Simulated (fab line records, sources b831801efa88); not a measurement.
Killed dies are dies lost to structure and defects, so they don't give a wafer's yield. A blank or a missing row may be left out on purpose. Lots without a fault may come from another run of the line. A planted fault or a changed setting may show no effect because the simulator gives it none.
Problem report in the 8D (eight disciplines) form, filled by code | flow sky130 | the parts of the form that need people (team, actions taken, sign-off) are left out

1. THE PROBLEM
VT_ADJUST_HVTP_TW at SKY_VT_ADJUST_HVTP_TW_MEAS_11 reads a mean of 1332 on 6 wafers of 2 lots; wafers without a fault read 1363 with a standard deviation of 6.1. That is -5.1 standard deviations from the usual mean.
First seen on wafer L946.1, day 10 19:25, on film_metro-01. The record holds 39 wafers of 13 lots with a number at this step. Rule for "out", or "out of limits": more than 4 standard deviations from the usual mean. The other wafers with a number count as sound.

2. WHAT IT IS AND WHAT IT IS NOT
question                    | is                     | is not
which readings at this step | VT_ADJUST_HVTP_TW      | -
which lots                  | L946, L948             | L928, L930, L932, L933, L934, L935, L938, L939, L942, L943, L951
which wafers of those lots  | all that have a number | -
read on which gauges        | film_metro-01          | film_metro-03, film_metro-04
when                        | from day 10 19:25      | up to then (30 sound wafers); but 3 sound wafers of L951 came after

3. SUSPECTS, AND WHAT RULES EACH OUT
Counting: a tool at a process step up to the reading stays a suspect if it ran every lot that is out and no sound lot after the first of them.
- the gauge at SKY_VT_ADJUST_HVTP_TW_MEAS_11: ruled out. All the wafers that are out were read on film_metro-01, but those of them that SKY_VT_ADJUST_HVTP_IMPLANT_09 has rows for are out there too, on other tools.
- implanter-02 at SKY_VT_ADJUST_HVTP_IMPLANT_09: kept. It ran every lot that is out, first L946 (day 10 19:10), and no sound lot after that; its last sound lot up to then is L943 (day 9 23:52). Its own readings are out on those wafers: beam_energy_keV.
Left after counting: implanter-02 at SKY_VT_ADJUST_HVTP_IMPLANT_09.

4. THE CAUSE (what the simulator had put in)
Process parameter drift: implanter-02, from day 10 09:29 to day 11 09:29, at SKY_VT_ADJUST_HVTP_IMPLANT_09. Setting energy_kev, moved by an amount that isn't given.
Counting left only this tool.

5. THE CHAIN OF EFFECTS, in route order
Each row: a reading whose mean over the struck wafers that have a number lies more than 3 standard deviations from the usual. Only readings for which the record gives a usual standard deviation are gone through. hours: the time from each lot's start at the first step in this table that gives one to its start at this step, as a median over the lots. sigmas: the change in usual standard deviations.
hours | step                          | reading           | usual  | on struck wafers | change | sigmas
0     | SKY_VT_ADJUST_HVTP_IMPLANT_09 | beam_energy_keV   | 149.99 | 137.05           | -12.94 | -99 or more
0     | SKY_VT_ADJUST_HVTP_TW_MEAS_11 | VT_ADJUST_HVTP_TW | 1363   | 1332             | -31    | -5.1
The process steps in it:
- SKY_VT_ADJUST_HVTP_IMPLANT_09
Later measuring or inspecting steps at which every struck wafer that the step has a row for has a number for every such reading, and none has moved that far: SKY_METAL1_OVL_MEAS_16.

6. WHAT WOULD HAVE CAUGHT IT SOONER
In this record the first reading out of limits at a measuring or inspecting step was taken at day 10 19:25, 10 hours after the fault began at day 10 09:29.
The tool's own readings at SKY_VT_ADJUST_HVTP_IMPLANT_09 were out on every struck wafer that the step has a row for (beam_energy_keV): an alarm limit on them would have fired on the first of those.
Of the lots that are out (2), L948 began SKY_VT_ADJUST_HVTP_IMPLANT_09 on implanter-02 after day 10 19:25. A hold on the tool at that time would have spared it.
